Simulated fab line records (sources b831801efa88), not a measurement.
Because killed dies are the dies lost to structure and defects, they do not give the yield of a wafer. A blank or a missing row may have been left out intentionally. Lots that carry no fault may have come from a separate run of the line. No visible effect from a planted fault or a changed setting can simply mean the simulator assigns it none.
A single fault, viewed from 2 desks | flow gf180mcu | only its own numbers are on each desk; what lay behind them is given at the end

## THE TOOL OWNER'S DESK: litho-track-01
The tool's own readings at GF_V5_PEB_12 (peb time 90 s): means of the sampled wafers that have a number, for each lot that ran on this tool. A lot is out of limits, marked OUT, if its mean lies more than 4 standard deviations from the usual mean; the brackets give that distance.
Columns: A = heater-power-total-W at GF_V5_PEB_12, usual 85.69 W
lot  | first seen here | A
L629 | day 28 00:46    | 85.72
L637 | day 30 09:55    | 88.33 (+34) OUT
L638 | day 30 16:36    | 88.26 (+33) OUT
This desk finds L637, L638 out of limits, L637 being first, at day 30 09:55 (heater-power-total-W at GF_V5_PEB_12). L629 stayed within limits.

## METROLOGY DESK
What the gauges read, lot by lot, whatever tool the lot ran on: means of the sampled wafers that have a number. A lot is out of limits, marked OUT, if its mean lies more than 4 standard deviations from the usual mean; the brackets give that distance.
Columns: A = V5_CVD_00_THK at GF_V5_THK_MEAS_01, usual 287.2 nm; B = V5_CVD_02_THK at GF_V5_THK_MEAS_03, usual 1447 nm; C = V5_BOW at GF_V5_BOW_MEAS_05, usual 131 um; D = cd-nm at GF_V5_CD_MEAS_14, usual 260.1 nm; E = V5_OVL at GF_V5_OVL_MEAS_15, usual -2 nm
lot  | first seen here | A     | B    | C   | D     | E
L629 | day 27 04:46    | 285.8 | 1428 | 130 | 261.5 | 8
L637 | day 29 15:48    | 284.8 | 1452 | 127 | 258.0 | -13
L638 | day 29 22:22    | 287.7 | 1450 | 134 | 259.8 | -3
L645 | day 31 18:55    | 289.4 | 1455 | 133 | 259.5 | 4
L647 | day 32 09:29    | 291.7 | 1437 | 122 | 258.8 | -3
L650 | day 32 23:34    | 287.1 | 1450 | 141 | 259.8 | -14
Result from this desk: across the 6 lots, nothing is out of limits.

## ALL TOGETHER
The tool owner's desk could have raised an alarm at day 30 09:55, on L637, L638.
Nothing out of limits was seen by the metrology desk.
The metrology desk has L637, L638 on record, within its limits.
Every lot named ran GF_V5_PEB_12 on litho-track-01.

## WHAT HAD BEEN PUT IN BY THE SIMULATOR
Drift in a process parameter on litho-track-01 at GF_V5_PEB_12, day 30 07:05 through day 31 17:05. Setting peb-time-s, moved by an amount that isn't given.
Lots struck among those shown: L637, L638.
Each desk's first reading out of limits, in hours after the fault started: the tool owner's desk, 3.
